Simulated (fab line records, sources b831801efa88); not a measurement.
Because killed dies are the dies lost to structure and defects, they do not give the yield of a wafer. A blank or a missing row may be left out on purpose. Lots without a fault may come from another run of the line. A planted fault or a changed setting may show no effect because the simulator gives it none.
Which tool is to blame? | flow sky130 | 7 lots with 21 wafers sampled at 5 steps, on a route of 708 steps

## WHAT THE GAUGES READ, wafer by wafer
SKY_LDD_N_TW_MEAS_17.
lot  | measured     | on           | LDD_N_TW
L120 | day 18 02:19 | filmMetro-01 | 2563 2566 2569
L122 | day 18 19:38 | filmMetro-03 | 2561 2577 2574
L124 | day 19 20:35 | filmMetro-01 | 2463 2435 2447
L131 | day 22 00:07 | filmMetro-03 | 2568 2547 2559
L133 | day 22 18:25 | filmMetro-01 | 2577 2586 2574
L135 | day 24 03:16 | filmMetro-04 | 2553 2548 2565
L140 | day 25 07:59 | filmMetro-04 | 2521 2539 2543

## WHAT TOOL EACH LOT RAN ON (gives the tool, then ch and the chambers of the sampled wafers, and finally the start)
lot  | SKY_POLY_GATE_ETCH_15             | SKY_POLY_GATE_ETCH_16             | SKY_LDD_N_IMPLANT_10            | SKY_LDD_N_STRIP_16
L120 | rieDiel-03 ch 2,3, day 16 17:34   | rieDiel-03 ch 2,3, day 16 17:39   | implanter-03 ch 0, day 18 01:20 | plasmaAsher-04 ch 0,1, day 18 02:13
L122 | rieDiel-02 ch 0,2,3, day 17 09:40 | rieDiel-02 ch 0,2,3, day 17 09:45 | implanter-01 ch 0, day 18 18:38 | plasmaAsher-04 ch 0,1, day 18 19:32
L124 | rieDiel-03 ch 1,2,3, day 18 10:13 | rieDiel-03 ch 1,2,3, day 18 10:18 | implanter-03, day 19 19:37      | plasmaAsher-04 ch 0,1, day 19 20:29
L131 | rieDiel-01 ch 0,1, day 20 14:15   | rieDiel-01 ch 0,1, day 20 14:20   | implanter-01 ch 0, day 21 23:07 | plasmaAsher-04 ch 1, day 22 00:01
L133 | rieDiel-03 ch 0,1,3, day 21 08:58 | rieDiel-03 ch 0,1,3, day 21 09:03 | implanter-01 ch 0, day 22 17:28 | plasmaAsher-03 ch 0,1, day 22 18:19
L135 | rieDiel-03 ch 1,2,3, day 22 17:54 | rieDiel-03 ch 1,2,3, day 22 17:59 | implanter-01 ch 0, day 24 02:17 | plasmaAsher-03 ch 0,1, day 24 03:10
L140 | rieDiel-03 ch 0,2,3, day 23 23:03 | rieDiel-03 ch 0,2,3, day 23 23:08 | implanter-03 ch 0, day 25 06:59 | plasmaAsher-03 ch 0,1, day 25 07:53
- SKY_POLY_GATE_ETCH_15: etches BARC in N2/H2, stops on SiO2, time 118.5 s, target depth 110 nm.
- SKY_POLY_GATE_ETCH_16: etches Si3N4 in CH3F/O2, stops on poly-Si, time 147.5 s, target depth 75 nm.
- SKY_LDD_N_IMPLANT_10
- SKY_LDD_N_STRIP_16: strips in O2/N2.

## THE ANSWER, worked out from the rows above alone
Rule: usual is defined by the lots themselves. The widest of any qualifying gaps counts: lots, ordered by their means at a reading, are off when they make up no more than a third of the lots, leave a main group of 4 or more, and stand apart from it by 3 or more times the standard deviation of that group's means. A main group whose means are all the same, to the digits that the tables above print for the reading, isn't used. Also off: a lot with no number at a reading for which 4 or more lots have one. Any other lot the step has rows for is counted as sound.
Off: L124, at SKY_LDD_N_TW_MEAS_17 (LDD_N_TW). The main group has a mean of 2561 with a standard deviation of 14.
If a tool, at a process step before that reading, ran all the lots that are off and no sound lot after the first of them, it fits. The gauges at SKY_LDD_N_TW_MEAS_17 are tried like those tools. Of those tried, none fits.

## WHAT WAS PUT IN BY THE SIMULATOR
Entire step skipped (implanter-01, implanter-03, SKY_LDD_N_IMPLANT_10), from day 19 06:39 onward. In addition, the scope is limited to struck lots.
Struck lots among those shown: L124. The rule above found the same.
